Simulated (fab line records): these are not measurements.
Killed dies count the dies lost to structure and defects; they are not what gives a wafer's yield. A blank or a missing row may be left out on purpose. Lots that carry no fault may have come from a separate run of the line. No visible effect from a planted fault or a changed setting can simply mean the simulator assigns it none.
fab line records -- flow sky130
record lots=6, wafers=18, last_day=50
route steps=708 shown VIA3@588 METAL4@598 CAP2M@603 PAD_OPEN@708
lots that met no fault: from a run of the same line without faults
start_h: the number of hours between the record's first day and the start of the first shown wafer of the lot -- wait_h: hours from the lot's prior step to this one -- " same as the row above -- L1.1+2: a row that stands for several wafers -- - value missing, or start not given -- * or withheld: withheld -- < > ~ a bound
route shown NAME@n: names a module that has steps shown in the file, with the first one's number in the route -- usual: mean/standard deviation of fault-free wafers -- same: alike in all rows -- chamber/n: place in a boat -- sites: per-site readings -- _std_site: the values' standard deviation -- _edge_site: the outer-site mean with the inner-site mean subtracted -- radius_mm: how far each site lies from the wafer's centre -- mask NAME#n: copy n -- behind: the last tool/chamber to shape the wafer -- hold: what put the lot on hold/how long, in hours/how the hold closed -- device: names the non-switching transistor (n, p or np) -- end of line: tests of these same wafers at the route's end -- a step given without rows: its recipe and nothing more -- killed: dies lost to structure and defects at the first sort, not the wafer's yield -- map: per-die view of a wafer (x killed, . not killed, _ where there is no die)
set.NAME: the setting the step ran with; set.NAME@STEP: the setting that earlier step ran with -- model.NAME: the simulator's own value behind a step, which no gauge read
lots at some steps of the route; a table a step, a row a wafer
services: the hour from which a tool's chamber was out of use, counted from the record's first day as start_h (under 0 if before that day), plus the number of hours and why
## steps
# step SKY_VIA3_ETCH_15
# recipe target=SiO2, chemistry=C4F8/O2/Ar, target_depth_nm=507, stop_on=TiN, mask_material=KrF-thick, source_w=1500, bias_w=1200, pressure_mtorr=40, c4f8_flow_sccm=withheld, O2_flow_sccm=6, Ar_flow_sccm=300, time_s=78
# step SKY_VIA3_STRIP_16
# recipe chemistry=O2/N2, power_w=1400, pressure_mtorr=1500, platen_temp_c=withheld, o2_flow_sccm=3000, n2_flow_sccm=300, overash_fraction=0.5
# step SKY_VIA3_STRIP_17
# recipe chemistry=post_etch_residue_remover, time_s=1200, temp_c=72.5
# step SKY_VIA3_CLEAN_18
# recipe chemistry=IPA, time_s=180, temp_c=25
# step SKY_VIA3_CLEAN_19
# recipe chemistry=O3/DIW, dry=n2_spin
# step SKY_VIA3_SPUTTER_20
# recipe material=TiN, target_thk_nm=20, chamber_pressure_pa=5, power_w=4000, time_s=80
# step SKY_VIA3_CVD_21
# recipe material=W, target_thk_nm=390, time_s=117.31, temp_c=400, pressure_torr=40
# step SKY_VIA3_RS_MEAS_22
# recipe thk_meas_gauge=four-point-probe, reads=W_of_VIA3_CVD_21+TiN_of_VIA3_SPUTTER_20
# usual VIA3_W_RS=0.296/0.0035
lot.wafer,tool,chamber,start_h,wait_h,VIA3_W_RS[ohm/sq]
L538.3,film_metro-04,-,960.78,0.1,0.300
L538.5,film_metro-04,-,960.78,0.1,0.300
L538.6,film_metro-04,-,960.78,0.1,0.295
L543.2,film_metro-04,-,1003.28,0.1,0.296
L543.3,film_metro-04,-,1003.28,0.1,0.301
L543.5,film_metro-04,-,1003.28,0.1,0.301
L548.4,film_metro-01,-,1032.63,0.1,0.304
L548.5,film_metro-01,-,1032.63,0.1,0.300
L548.6,film_metro-01,-,1032.63,0.1,0.300
L549.1,film_metro-04,-,1042.18,0.1,0.298
L549.2,film_metro-04,-,1042.18,0.1,0.297
L549.4,film_metro-04,-,1042.18,0.1,0.299
L553.2,film_metro-02,-,1059.26,0.1,0.300
L553.5,film_metro-02,-,1059.26,0.1,0.299
L553.6,film_metro-02,-,1059.26,0.1,0.298
L557.1,film_metro-01,-,1075.73,0.1,0.299
L557.2,film_metro-01,-,1075.73,0.1,0.295
L557.5,film_metro-01,-,1075.73,0.1,0.295
# step SKY_VIA3_THK_MEAS_23
# recipe thk_meas_gauge=xrf, reads=W_of_VIA3_CVD_21
# usual VIA3_W_THK=397/6.1
lot.wafer,tool,chamber,start_h,wait_h,VIA3_W_THK[nm]
L538.3,film_metro-04,-,960.88,0.1,392
L538.5,film_metro-04,-,960.88,0.1,389
L538.6,film_metro-04,-,960.88,0.1,396
L543.2,film_metro-04,-,1003.39,0.1,397
L543.3,film_metro-04,-,1003.39,0.1,392
L543.5,film_metro-04,-,1003.39,0.1,393
L548.4,film_metro-01,-,1032.72,0.1,387
L548.5,film_metro-01,-,1032.72,0.1,393
L548.6,film_metro-01,-,1032.72,0.1,389
L549.1,film_metro-04,-,1042.30,0.1,408
L549.2,film_metro-04,-,1042.30,0.1,409
L549.4,film_metro-04,-,1042.30,0.1,402
L553.2,film_metro-02,-,1059.37,0.1,394
L553.5,film_metro-02,-,1059.37,0.1,396
L553.6,film_metro-02,-,1059.37,0.1,399
L557.1,film_metro-01,-,1075.85,0.1,389
L557.2,film_metro-01,-,1075.85,0.1,398
L557.5,film_metro-01,-,1075.85,0.1,395
# step SKY_VIA3_CMP_24
# recipe stop_on=SiO2, t_overpolish_s=20, down_force_psi=3.5, platen_rpm=60, target_thk_nm=0, pad_velocity_m_s=0.94248
# usual motor_current_A=10.7/1, overpolish_run_s=20.000/0.009, time_to_endpoint_s=93/3.1
lot.wafer,tool,chamber,start_h,wait_h,motor_current_A,overpolish_run_s,time_to_endpoint_s
L538.3,cmp-01,0,960.97,0.1,10.2,19.989,89
L538.6,cmp-01,3,960.97,0.1,9.5,20.012,96
L538.5,cmp-01,0,960.97,0.1,10.9,20.004,92
L543.3,cmp-02,3,1003.49,0.1,13.2,20.004,88
L543.2,cmp-02,1,1003.49,0.1,12.3,20.002,94
L543.5,cmp-02,3,1003.49,0.1,12.6,19.993,85
L548.4,cmp-01,3,1032.90,0.2,10.1,20.008,90
L548.6,cmp-01,0,1032.90,0.2,10.7,20.008,92
L548.5,cmp-01,1,1032.90,0.2,11.3,20.002,89
L549.1,cmp-02,1,1042.36,0.1,12.6,19.998,90
L549.2,cmp-02,3,1042.36,0.1,12.7,19.988,90
L549.4,cmp-02,0,1042.36,0.1,10.1,20.011,90
L553.2,cmp-01,2,1059.57,0.2,9.5,19.992,92
L553.6,cmp-01,3,1059.57,0.2,10.0,19.999,93
L553.5,cmp-01,0,1059.57,0.2,11.0,19.999,91
L557.2,cmp-01,2,1075.96,0.1,9.8,20.002,92
L557.1,cmp-01,3,1075.96,0.1,9.6,19.999,92
L557.5,cmp-01,1,1075.96,0.1,11.6,19.982,93
# step SKY_METAL4_SPUTTER_00
# recipe material=Ti, target_thk_nm=15, power_w=3000, time_s=10, chamber_pressure_pa=0.4
# usual chamber_pressure_pa=0.4001/0.00082, throttle_valve_pct=30.8/1.3
lot.wafer,tool,chamber,start_h,wait_h,chamber_pressure_pa,throttle_valve_pct
L538.3,pvd_sputter-03,-,961.22,0.2,0.3999,33.3
L538.5,pvd_sputter-03,-,961.22,0.2,0.4011,29.5
L538.6,pvd_sputter-03,-,961.22,0.2,0.3999,33.1
L543.2,pvd_sputter-02,-,1003.74,0.1,0.4009,30.0
L543.3,pvd_sputter-02,-,1003.74,0.1,0.4001,31.5
L543.5,pvd_sputter-02,-,1003.74,0.1,0.4006,32.1
L548.4,pvd_sputter-03,-,1033.05,0.1,0.3994,29.8
L548.5,pvd_sputter-03,-,1033.05,0.1,0.4002,33.1
L548.6,pvd_sputter-03,-,1033.05,0.1,0.4007,31.3
L549.1,pvd_sputter-03,-,1042.66,0.2,0.4008,30.8
L549.2,pvd_sputter-03,-,1042.66,0.2,0.3990,29.5
L549.4,pvd_sputter-03,-,1042.66,0.2,0.4003,33.1
L553.2,pvd_sputter-01,-,1059.72,0.1,0.4000,32.3
L553.5,pvd_sputter-01,-,1059.72,0.1,0.4015,32.3
L553.6,pvd_sputter-01,-,1059.72,0.1,0.3998,29.5
L557.1,pvd_sputter-01,-,1076.21,0.1,0.3997,32.0
L557.2,pvd_sputter-01,-,1076.21,0.1,0.4012,30.0
L557.5,pvd_sputter-01,-,1076.21,0.1,0.4007,30.1
# step SKY_METAL4_SPUTTER_01
# recipe material=TiN, target_thk_nm=20, power_w=6500, time_s=16.7, chamber_pressure_pa=0.4
# step SKY_METAL4_SPUTTER_02
# recipe material=AlCu, target_thk_nm=735, power_w=10600, time_s=39.1, chamber_pressure_pa=0.4
# usual chamber_pressure_pa=0.4001/0.00088, throttle_valve_pct=30.8/1.2
lot.wafer,tool,chamber,start_h,wait_h,chamber_pressure_pa,throttle_valve_pct,model.AlCu_of_METAL4_SPUTTER_02.thk_nm
L538.3,pvd_sputter-03,-,961.26,0.0,0.3990,32.8,732.7
L538.5,pvd_sputter-03,-,961.26,0.0,0.4007,29.4,740.9
L538.6,pvd_sputter-03,-,961.26,0.0,0.4005,33.2,729.8
L543.2,pvd_sputter-02,-,1003.79,0.0,0.4004,30.4,756.4
L543.3,pvd_sputter-02,-,1003.79,0.0,0.3999,31.2,742.9
L543.5,pvd_sputter-02,-,1003.79,0.0,0.4012,32.4,741.2
L548.4,pvd_sputter-03,-,1033.10,0.0,0.3714,30.6,739.4
L548.5,pvd_sputter-03,-,1033.10,0.0,0.3721,34.5,736
L548.6,pvd_sputter-03,-,1033.10,0.0,0.3720,32.5,750.4
L549.1,pvd_sputter-03,-,1042.71,0.0,0.3717,32.5,763.9
L549.2,pvd_sputter-03,-,1042.71,0.0,0.3727,30.7,755.2
L549.4,pvd_sputter-03,-,1042.71,0.0,0.3707,34.5,752.2
L553.2,pvd_sputter-01,-,1059.76,0.0,0.4007,32.1,741.6
L553.5,pvd_sputter-01,-,1059.76,0.0,0.4004,32.0,742.4
L553.6,pvd_sputter-01,-,1059.76,0.0,0.4001,29.7,750.1
L557.1,pvd_sputter-01,-,1076.25,0.0,0.3986,31.9,735.9
L557.2,pvd_sputter-01,-,1076.25,0.0,0.4005,30.1,739.7
L557.5,pvd_sputter-01,-,1076.25,0.0,0.4006,30.0,738.6
# step SKY_METAL4_SPUTTER_03
# recipe material=Ti, target_thk_nm=5, power_w=3000, time_s=3.3, chamber_pressure_pa=0.385
# step SKY_METAL4_SPUTTER_04
# recipe material=TiN, target_thk_nm=70, power_w=6500, time_s=58.3, chamber_pressure_pa=0.4
# step SKY_CAP2M_CVD_00
# recipe material=SiO2, target_thk_nm=15.5, temp_c=400, time_s=withheld, rf_w=450
# usual heater_power_w=751/73
lot.wafer,tool,chamber,start_h,wait_h,heater_power_w
L538.3,pecvd-04,2,961.37,0.0,657
L538.5,pecvd-04,0,961.37,0.0,807
L538.6,pecvd-04,1,961.37,0.0,805
L543.2,pecvd-02,1,1003.89,0.0,642
L543.3,pecvd-02,2,1003.89,0.0,715
L543.5,pecvd-02,1,1003.89,0.0,636
L548.4,pecvd-04,2,1033.22,0.0,714
L548.5,pecvd-04,0,1033.22,0.0,841
L548.6,pecvd-04,1,1033.22,0.0,831
L549.1,pecvd-02,1,1042.82,0.0,584
L549.2,pecvd-02,2,1042.82,0.0,793
L549.4,pecvd-02,0,1042.82,0.0,696
L553.2,pecvd-04,2,1059.87,0.0,685
L553.5,pecvd-04,2,1059.87,0.0,695
L553.6,pecvd-04,1,1059.87,0.0,811
L557.1,pecvd-04,1,1076.36,0.0,779
L557.2,pecvd-04,2,1076.36,0.0,707
L557.5,pecvd-04,0,1076.36,0.0,887
# step SKY_CAP2M_THK_MEAS_01
# recipe reads=SiO2_of_CAP2M_CVD_00
# usual CAP2M_CVD_00_THK=15.51/0.22
lot.wafer,tool,chamber,start_h,wait_h,CAP2M_CVD_00_THK[nm]
L538.3,film_metro-03,-,961.41,-,15.39
L538.5,film_metro-03,-,961.41,-,15.43
L538.6,film_metro-03,-,961.41,-,16.09
L543.2,film_metro-03,-,1003.93,-,15.31
L543.3,film_metro-03,-,1003.93,-,15.44
L543.5,film_metro-03,-,1003.93,-,15.49
L548.4,film_metro-04,-,1033.26,-,15.41
L548.5,film_metro-04,-,1033.26,-,15.37
L548.6,film_metro-04,-,1033.26,-,15.52
L549.1,film_metro-03,-,1042.84,-,15.31
L549.2,film_metro-03,-,1042.84,-,15.29
L549.4,film_metro-03,-,1042.84,-,15.64
L553.2,film_metro-04,-,1059.90,-,15.59
L553.5,film_metro-04,-,1059.90,-,15.56
L553.6,film_metro-04,-,1059.90,-,15.87
L557.1,film_metro-02,-,1076.38,-,15.58
L557.2,film_metro-02,-,1076.38,-,15.40
L557.5,film_metro-02,-,1076.38,-,15.60
# step SKY_CAP2M_SPUTTER_02
# recipe material=TiN, target_thk_nm=200, temp_c=300, power_w=6500, time_s=166.7, chamber_pressure_pa=0.4
# step SKY_CAP2M_RS_MEAS_03
# recipe thk_meas_gauge=four-point-probe, reads=TiN_of_CAP2M_SPUTTER_02
# usual CAP2M_TIN_RS=6.93/0.081
lot.wafer,tool,chamber,start_h,wait_h,CAP2M_TIN_RS[ohm/sq]
L538.3,film_metro-02,-,961.60,0.1,7.01
L538.5,film_metro-02,-,961.60,0.1,6.91
L538.6,film_metro-02,-,961.60,0.1,6.98
L543.2,film_metro-02,-,1004.10,0.1,6.85
L543.3,film_metro-02,-,1004.10,0.1,6.85
L543.5,film_metro-02,-,1004.10,0.1,6.75
L548.4,film_metro-04,-,1033.46,0.1,6.89
L548.5,film_metro-04,-,1033.46,0.1,6.82
L548.6,film_metro-04,-,1033.46,0.1,6.88
L549.1,film_metro-02,-,1043.01,0.1,6.84
L549.2,film_metro-02,-,1043.01,0.1,6.79
L549.4,film_metro-02,-,1043.01,0.1,6.87
L553.2,film_metro-02,-,1060.08,0.1,6.98
L553.5,film_metro-02,-,1060.08,0.1,6.94
L553.6,film_metro-02,-,1060.08,0.1,6.90
L557.1,film_metro-04,-,1076.55,0.1,6.98
L557.2,film_metro-04,-,1076.55,0.1,6.96
L557.5,film_metro-04,-,1076.55,0.1,6.94
# step SKY_CAP2M_THK_MEAS_04
# recipe thk_meas_gauge=xrf, reads=TiN_of_CAP2M_SPUTTER_02
# usual CAP2M_TIN_THK=200.1/2.9
lot.wafer,tool,chamber,start_h,wait_h,CAP2M_TIN_THK[nm]
L538.3,film_metro-02,-,961.70,0.1,195.5
L538.5,film_metro-02,-,961.70,0.1,198.9
L538.6,film_metro-02,-,961.70,0.1,197.2
L543.2,film_metro-02,-,1004.21,0.1,201.9
L543.3,film_metro-02,-,1004.21,0.1,202.2
L543.5,film_metro-02,-,1004.21,0.1,205.6
L548.4,film_metro-04,-,1033.55,0.1,201.8
L548.5,film_metro-04,-,1033.55,0.1,203.5
L548.6,film_metro-04,-,1033.55,0.1,202.3
L549.1,film_metro-02,-,1043.13,0.1,203.1
L549.2,film_metro-02,-,1043.13,0.1,204.1
L549.4,film_metro-02,-,1043.13,0.1,201.7
L553.2,film_metro-02,-,1060.19,0.1,197.0
L553.5,film_metro-02,-,1060.19,0.1,198.0
L553.6,film_metro-02,-,1060.19,0.1,200.4
L557.1,film_metro-04,-,1076.67,0.1,198.3
L557.2,film_metro-04,-,1076.67,0.1,199.0
L557.5,film_metro-04,-,1076.67,0.1,198.8
# step SKY_CAP2M_DEHYDRATE_05
# recipe temp_c=200, time_s=60
# step SKY_CAP2M_HMDS_06
# recipe prime_time_s=60, prime_temp_c=120
# step SKY_CAP2M_COAT_07
# recipe resist=NOVOLAK, spin_rpm=3000, resist_thk_nm=1140
# step SKY_CAP2M_SOFTBAKE_08
# recipe temp_c=90, time_s=60, resist=NOVOLAK
# step SKY_CAP2M_EXPOSE_09
# recipe mask_id=CAP2M, na=0.6, source_shape=conventional, sigma_outer=0.6, polarization=unpolarized, target_cd_nm=1000, dose_mj=159
# step SKY_CAP2M_PEB_10
# recipe temp_c=withheld, time_s=*, resist=NOVOLAK
# step SKY_CAP2M_DEVELOP_11
# recipe resist=NOVOLAK, developer=TMAH, develop_time_s=60, dev_temp_c=23
# step SKY_CAP2M_OVL_MEAS_12
# usual CAP2M_OVL=-0.8/1.4
lot.wafer,tool,chamber,start_h,wait_h,CAP2M_OVL[nm]
L538.3,overlay-02,-,984.51,0.1,-1.9
L538.5,overlay-02,-,984.51,0.1,-1.2
L538.6,overlay-02,-,984.51,0.1,-1.7
L543.2,overlay-01,-,1027.37,0.1,-1.3
L543.3,overlay-01,-,1027.37,0.1,-1.5
L543.5,overlay-01,-,1027.37,0.1,0.1
L548.4,overlay-01,-,1055.77,0.1,-2.1
L548.5,overlay-01,-,1055.77,0.1,-1.7
L548.6,overlay-01,-,1055.77,0.1,-2.6
L549.1,overlay-02,-,1064.95,0.1,-1.5
L549.2,overlay-02,-,1064.95,0.1,-3.3
L549.4,overlay-02,-,1064.95,0.1,-1.9
L553.2,overlay-01,-,1081.27,0.1,-3.1
L553.5,overlay-01,-,1081.27,0.1,-3.0
L553.6,overlay-01,-,1081.27,0.1,-3.6
L557.1,overlay-01,-,1096.85,0.1,0.2
L557.2,overlay-01,-,1096.85,0.1,1.5
L557.5,overlay-01,-,1096.85,0.1,0.1
# step SKY_CAP2M_METAL_ETCH_13
# recipe target_depth_nm=220, stop_on=SiO2, chemistry=Cl2/BCl3, target=TiN, pressure_mtorr=10, icp_w=900, bias_w=48.5, Cl2_flow_sccm=60, bcl3_flow_sccm=30, time_s=62.9
# usual drypump_motor_current_A=5.5/0.53, oes_product_au=0.940/0.0084, throttle_valve_pct=21.902/0.0099
lot.wafer,tool,chamber,start_h,wait_h,drypump_motor_current_A,oes_product_au,rf_hours_counter_h,throttle_valve_pct
L538.3,rie_metal-02,1,984.57,0.1,5.3,0.934,-,21.909
L538.5,rie_metal-02,0,984.57,0.1,6.7,0.938,-,21.892
L538.6,rie_metal-02,1,984.57,0.1,5.3,0.936,-,21.901
L543.2,rie_metal-04,1,1027.40,0.0,5.1,0.939,15,21.918
L543.3,rie_metal-04,1,1027.40,0.0,5.0,0.951,-,21.883
L543.5,rie_metal-04,0,1027.40,0.0,5.4,0.959,-,21.894
L548.4,rie_metal-02,1,1055.81,0.0,5.3,0.936,-,21.891
L548.5,rie_metal-02,0,1055.81,0.0,6.7,0.942,-,21.887
L548.6,rie_metal-02,1,1055.81,0.0,5.3,0.941,-,21.914
L549.1,rie_metal-01,1,1064.99,0.0,6.2,0.943,21,21.903
L549.2,rie_metal-01,0,1064.99,0.0,5.2,0.961,16,21.900
L549.4,rie_metal-01,1,1064.99,0.0,6.2,0.949,-,21.900
L553.2,rie_metal-02,0,1081.30,0.0,6.7,0.937,7,21.910
L553.5,rie_metal-02,1,1081.30,0.0,5.3,0.942,-,21.904
L553.6,rie_metal-02,0,1081.30,0.0,6.7,0.940,-,21.909
L557.1,rie_metal-01,0,1096.88,0.0,5.2,0.939,19,21.921
L557.2,rie_metal-01,1,1096.88,0.0,6.3,0.937,23,21.904
L557.5,rie_metal-01,1,1096.88,0.0,6.2,0.937,-,21.892
# step SKY_CAP2M_STRIP_14
# recipe chemistry=O2/N2, power_w=1400, pressure_mtorr=1500, platen_temp_c=withheld, o2_flow_sccm=3000, n2_flow_sccm=300, overash_fraction=0.5
# usual drypump_motor_current_A=5.9/0.45, oes_product_au=0.710/0.0045, strip_time_to_endpoint_s=12.65/0.049
lot.wafer,tool,chamber,start_h,wait_h,drypump_motor_current_A,oes_product_au,rf_hours_counter_h,strip_time_to_endpoint_s
L538.3,plasma_asher-02,0,984.67,0.1,6.2,0.704,-,12.63
L538.5,plasma_asher-02,1,984.67,0.1,6.2,0.712,-,12.60
L538.6,plasma_asher-02,0,984.67,0.1,6.3,0.703,-,12.64
L543.2,plasma_asher-01,0,1027.48,0.1,5.4,0.716,28,12.67
L543.3,plasma_asher-01,1,1027.48,0.1,6.3,0.710,-,12.66
L543.5,plasma_asher-01,1,1027.48,0.1,6.3,0.715,-,12.66
L548.4,plasma_asher-01,0,1055.89,0.1,5.5,0.702,-,12.67
L548.5,plasma_asher-01,1,1055.89,0.1,6.3,0.709,-,12.68
L548.6,plasma_asher-01,0,1055.89,0.1,5.4,0.713,-,12.63
L549.1,plasma_asher-01,1,1065.07,0.1,6.3,0.704,33,12.66
L549.2,plasma_asher-01,0,1065.07,0.1,5.4,0.709,33,12.64
L549.4,plasma_asher-01,1,1065.07,0.1,6.3,0.705,-,12.65
L553.2,plasma_asher-01,1,1081.38,0.1,6.3,0.714,34,12.58
L553.5,plasma_asher-01,0,1081.38,0.1,5.4,0.706,-,12.58
L553.6,plasma_asher-01,1,1081.38,0.1,6.3,0.716,-,12.60
L557.1,plasma_asher-01,0,1096.96,0.1,5.4,0.720,36,12.58
L557.2,plasma_asher-01,1,1096.96,0.1,6.3,0.713,36,12.65
L557.5,plasma_asher-01,0,1096.96,0.1,5.5,0.710,-,12.64
# step SKY_CAP2M_STRIP_15
# recipe chemistry=post_etch_residue_remover, time_s=1200, temp_c=72.5
# step SKY_CAP2M_CLEAN_16
# recipe chemistry=IPA, time_s=180, temp_c=25
# step SKY_CAP2M_CLEAN_17
# recipe chemistry=O3/DIW, dry=n2_spin
# step SKY_METAL4_DEHYDRATE_05
# recipe temp_c=200, time_s=60
# step SKY_METAL4_HMDS_06
# recipe prime_time_s=60, prime_temp_c=120
# step SKY_METAL4_COAT_07
# recipe resist=BARC, temp_c=withheld, time_s=withheld, spin_rpm=3000, resist_thk_nm=60
# step SKY_METAL4_COAT_08
# recipe resist=KrF-thick, spin_rpm=3000, resist_thk_nm=1140
# step SKY_METAL4_SOFTBAKE_09
# recipe temp_c=100, time_s=90, resist=KrF-thick
# step SKY_METAL4_EXPOSE_10
# recipe mask_id=MM4, na=0.68, source_shape=annular, sigma_inner=0.4, sigma_outer=0.8, target_cd_nm=300, dose_mj=28
# step SKY_METAL4_PEB_11
# recipe peb_temp_c=withheld, peb_time_s=withheld, resist=KrF-thick
# step SKY_METAL4_DEVELOP_12
# recipe develop_time_s=60, resist=KrF-thick, dev_temp_c=21
# step SKY_METAL4_CD_MEAS_13
# recipe target_cd_nm=300
# usual cd_nm=299.8/1.5
lot.wafer,tool,chamber,start_h,wait_h,cd_nm
L538.3,cd_sem-01,-,1008.60,-,298.8
L538.5,cd_sem-01,-,1008.60,-,299.8
L538.6,cd_sem-01,-,1008.60,-,299.2
L543.2,cd_sem-02,-,1050.75,-,300.1
L543.3,cd_sem-02,-,1050.75,-,299.3
L543.5,cd_sem-02,-,1050.75,-,300.4
L548.4,cd_sem-01,-,1076.92,-,298.3
L548.5,cd_sem-01,-,1076.92,-,299.2
L548.6,cd_sem-01,-,1076.92,-,299.3
L549.1,cd_sem-02,-,1086.72,-,299.6
L549.2,cd_sem-02,-,1086.72,-,299.1
L549.4,cd_sem-02,-,1086.72,-,298.9
L553.2,cd_sem-01,-,1102.07,-,298.8
L553.5,cd_sem-01,-,1102.07,-,297.6
L553.6,cd_sem-01,-,1102.07,-,298.2
L557.1,cd_sem-01,-,1118.23,-,298.5
L557.2,cd_sem-01,-,1118.23,-,299.5
L557.5,cd_sem-01,-,1118.23,-,299.2
# step SKY_METAL4_METAL_ETCH_18
# recipe target_depth_a=8450, stop_on=SiO2, over_etch_frac=0.3, time_s=183.1, chemistry=Cl2/BCl3, resist_sidewall_deg=88, pressure_mtorr=10, icp_w=900, bias_w=48.5, Cl2_flow_sccm=60, bcl3_flow_sccm=30
# usual drypump_motor_current_A=5.8/0.53, oes_product_au=0.867/0.0058, throttle_valve_pct=22.264/0.0096
lot.wafer,tool,chamber,start_h,wait_h,drypump_motor_current_A,oes_product_au,rf_hours_counter_h,throttle_valve_pct,model.etch.depth_nm,model.METAL4.feature_depth_nm
L538.3,rie_metal-03,1,1008.94,0.1,5.4,0.852,-,22.268,862.7,862.7
L538.5,rie_metal-03,0,1008.94,0.1,6.1,0.867,-,22.256,870.4,870.4
L538.6,rie_metal-03,1,1008.94,0.1,5.4,0.859,-,22.255,859.7,859.7
L543.2,rie_metal-03,0,1051.04,0.0,6.1,0.888,10,22.262,885.6,885.6
L543.3,rie_metal-03,1,1051.04,0.0,5.4,0.869,-,22.253,871.9,871.9
L543.5,rie_metal-03,1,1051.04,0.0,5.4,0.859,-,22.253,870.2,870.2
L548.4,rie_metal-01,0,1077.23,0.1,5.2,0.866,-,22.271,869.5,869.5
L548.5,rie_metal-01,0,1077.23,0.1,5.2,0.866,-,22.279,866.6,866.6
L548.6,rie_metal-01,1,1077.23,0.1,6.2,0.878,-,22.253,880.5,880.5
L549.1,rie_metal-03,1,1087.03,0.0,5.4,0.882,10,22.269,893.8,893.8
L549.2,rie_metal-03,0,1087.03,0.0,6.1,0.872,13,22.258,884.7,884.7
L549.4,rie_metal-03,0,1087.03,0.0,6.1,0.869,-,22.271,881.1,881.1
L553.2,rie_metal-02,0,1102.35,0.0,6.7,0.865,9,22.246,871.2,871.2
L553.5,rie_metal-02,1,1102.35,0.0,5.3,0.874,-,22.271,872.7,872.7
L553.6,rie_metal-02,0,1102.35,0.0,6.7,0.872,-,22.264,879.6,879.6
L557.1,rie_metal-03,0,1118.54,0.0,6.1,0.867,16,22.252,865.7,865.7
L557.2,rie_metal-03,1,1118.54,0.0,5.4,0.860,13,22.271,869.2,869.2
L557.5,rie_metal-03,0,1118.54,0.0,6.1,0.862,-,22.259,867.8,867.8
# step SKY_PAD_OPEN_PROBE_99
# usual defect_limited_yield=82.3/1.9, killed_at_M0_to_M3=44/7.4, killed_at_M4_up=3.2/1.8, killed_at_contacts=25/5.2, killed_at_front_end=15/4.5, killed_at_other=0.2/0.43, killed_dies=87/9.6, killed_open=48/7.6, killed_short=40/5.7, sort_bin_3_pad_short=0.9/0.45, sort_bin_5_function=10.5/1.5, sort_bin_6_memory=6.3/1.2, sort_n_pass=405/9.6, sort_yield_pct=82.3/1.9
# same gross_dies=492, killed_at_back_side=0, sort_bin_4_leakage[%]=0, sort_bin_8_speed[%]=0
lot.wafer,tool,chamber,start_h,wait_h,defect_limited_yield[%],killed_at_M0_to_M3,killed_at_M4_up,killed_at_contacts,killed_at_front_end,killed_at_other,killed_dies,killed_open,killed_short,sort_bin_3_pad_short[%],sort_bin_5_function[%],sort_bin_6_memory[%],sort_n_pass,sort_yield_pct[%]
L557.1,prober-02,-,1195.98,0.1,80.3,58,1,23,15,0,97,49,48,1.4,12.0,6.3,395,80.3
L557.2,prober-02,-,1196.03,0.1,83.7,46,1,18,15,0,80,46,34,0.6,9.3,6.3,412,83.7
L557.5,prober-02,-,1196.18,0.2,82.9,47,4,23,10,0,84,47,37,0.2,10.8,6.1,408,82.9
# killed by level:class
L557.1 VIA1:geometric_particle:open=12 METAL1:geometric_particle:short=9 LI_CONTACT:geometric_particle:open=7 VIA2:geometric_particle:open=7 VIA3:geometric_particle:open=7 CONTACT:geometric_particle:open=5 VIA1:geometric_particle:short=5 METAL2:geometric_particle:short=5
L557.2 VIA1:geometric_particle:open=10 VIA3:geometric_particle:open=6 CONTACT:geometric_particle:open=6 METAL1:geometric_particle:short=6 VIA1:geometric_particle:short=6 LI_CONTACT:geometric_particle:open=5 METAL3:geometric_particle:short=5 FIELD_ISO:geometric_particle:open=4
L557.5 VIA1:geometric_particle:open=14 CONTACT:geometric_particle:open=10 METAL2:geometric_particle:short=7 VIA2:geometric_particle:short=6 VIA3:geometric_particle:open=6 LOCAL_INTERCONNECT:geometric_particle:short=5 METAL3:geometric_particle:short=4 FIELD_ISO:geometric_particle:open=3
## services
tool,chamber,start_h,hours,kind
pecvd-02,0,939.39,5.1,repair
pecvd-04,-,941.46,2.8,pm
cmp-02,-,960.90,3.4,repair
cmp-01,-,966.32,6.6,pm
pecvd-04,-,968.88,1.0,repair
rie_metal-03,-,973.50,0.1,repair
rie_metal-02,-,973.98,0.3,repair
pecvd-04,1,978.56,3.7,repair
rie_metal-02,-,982.99,1.4,pm
pecvd-04,-,984.39,5.5,pm
pvd_sputter-03,-,993.22,1.9,repair
pecvd-02,2,993.52,7.2,repair
plasma_asher-01,-,1000.92,0.3,repair
rie_metal-02,0,1004.57,1.5,repair
pvd_sputter-01,-,1007.28,4.8,repair
rie_metal-02,1,1011.69,1.6,repair
plasma_asher-01,-,1016.57,0.9,repair
cmp-01,-,1025.89,2.0,repair
cmp-02,-,1035.86,3.5,repair
cmp-01,-,1061.11,0.5,repair
cmp-02,-,1061.79,0.3,repair
rie_metal-02,0,1084.20,1.4,repair
rie_metal-03,1,1095.31,2.1,repair
pvd_sputter-01,-,1096.99,7.6,repair
## key
first_sign step=SKY_METAL4_SPUTTER_02, reading=chamber_pressure_pa, direction=down, sigmas=32, usual=0.4001, struck=0.3718
effect step=SKY_METAL4_SPUTTER_02, reading=throttle_valve_pct, direction=up, sigmas=1.4, usual=30.8, struck=32.6
model_effect step=SKY_METAL4_SPUTTER_02, value=AlCu_of_METAL4_SPUTTER_02.thk_nm, without=738.5, struck=749.5
model_effect step=SKY_METAL4_METAL_ETCH_18, value=etch.depth_nm, without=868.3, struck=879.4
met_at SKY_METAL4_SPUTTER_02
struck_wafers L548.4,L548.5,L548.6,L549.1,L549.2,L549.4
onset_between 961.26 1033.10
fault kind=process_parameter_drift, tool=pvd_sputter-03, chamber=-, onset_h=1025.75, steps=SKY_METAL4_SPUTTER_02, channel=chamber_pressure_pa, offset=-0.028401, shape=step, end_h=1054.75, acts_in=these_recipes_only, stated=0.4
